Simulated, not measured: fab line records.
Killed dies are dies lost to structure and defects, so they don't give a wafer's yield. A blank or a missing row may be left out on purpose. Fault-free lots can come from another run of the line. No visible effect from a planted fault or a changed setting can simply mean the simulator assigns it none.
A lot that was struck, set against a sound lot / flow sky130 / 15 out of 708 route steps
Sound: the wafers L242.1, L242.3, L242.4. Wafers L239.3, L239.4, L239.6 were the ones struck. The cause comes at the end.
Order at every step that has rows: each side's tool, ch and its chambers, its first start. Under that, the readings that differ: sound wafers / struck wafers / difference of the means / sigmas: that difference in standard deviations of wafers without a fault.
alike: readings with means less than 2 such deviations apart, plus words and numbers identical on both sides. not compared: withheld readings, readings lacking a value on some wafer, bounds such as >300 that could conceal the same value, and numbers that have no deviation in the record and whose values overlap.
Wherever a step has rows on one side only, a row that says differs or no value, or a row with sigmas, the two part there. Numbers that don't overlap but have no deviation are shown without sigmas and don't part them. A reading that every wafer of one side lacks parts them only if that side has two wafers or more.

first, 2 steps without rows for these wafers: SKY_SALICIDE_CLEAN_00 (cleans in HF-last, time 30 s); SKY_LI_CONTACT_HDPCVD_00 (deposits PSG, target thk 930 nm, time 150 s).
SKY_LI_CONTACT_THK_MEAS_01:
  sound on film_metro-01 at day 33 18:35; struck on film_metro-04 at day 33 01:57
  alike: LI_CONTACT_HDPCVD_THK
SKY_LI_CONTACT_CMP_02: polishes PSG.
  sound on cmp-02 ch 1,2,3, day 33 18:42; struck on cmp-02 ch 0,2, day 33 02:02
  alike: head_pressure_psi, motor_current_A, time_to_endpoint_s
SKY_LI_CONTACT_BOW_MEAS_03:
  sound on film_metro-03 at day 33 18:57; struck on film_metro-01 at day 33 02:20
  alike: LI_CONTACT_BOW
then, 7 steps without rows for these wafers: SKY_LI_CONTACT_DEHYDRATE_04 (time 60 s); SKY_LI_CONTACT_HMDS_05 (prime time 60 s); SKY_LI_CONTACT_COAT_06 (resist thk 60 nm); SKY_LI_CONTACT_COAT_07 (resist thk 450 nm); SKY_LI_CONTACT_SOFTBAKE_08 (time 90 s); SKY_LI_CONTACT_EXPOSE_09 (exposes mask LICM1, target cd 170 nm); SKY_LI_CONTACT_PEB_10.
SKY_LI_CONTACT_DEVELOP_11: develop time 60 s.
  sound on litho_track-01 ch 0, day 34 21:00; struck on litho_track-02 ch 0, day 34 05:00
reading=developer_temp_C (C); sound=20.98 21.00 21.01; struck=22.91 22.95 22.90; difference=+1.92; sigmas=+19
  alike: chill_plate_temp_C
SKY_LI_CONTACT_CD_MEAS_12: the cd target is 170 nm.
  sound on cd_sem-02 at day 34 22:02; struck on cd_sem-01 at day 34 05:10
  alike: cd_nm
-- the record jumps here: 15 days lie between the struck wafers' starts before and after (it left off in module LI_CONTACT and takes up again in module PAD_OPEN, whose first step shown is number 708 of the route) --
SKY_PAD_OPEN_PROBE_99:
  sound on prober-01 at day 50 03:54; struck on prober-02 at day 49 14:22
  alike: killed_at_M0_to_M3, killed_at_M4_up, killed_at_contacts, killed_at_front_end, killed_at_other, killed_dies, killed_open, killed_short

WHERE THEY PART
SKY_LI_CONTACT_DEVELOP_11 only, going by this record. Later steps at which nothing parts them and some readings are alike: SKY_LI_CONTACT_CD_MEAS_12, SKY_PAD_OPEN_PROBE_99.

WHY: what the simulator had put in
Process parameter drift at SKY_LI_CONTACT_DEVELOP_11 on litho_track-02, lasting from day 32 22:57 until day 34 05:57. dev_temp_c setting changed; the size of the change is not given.
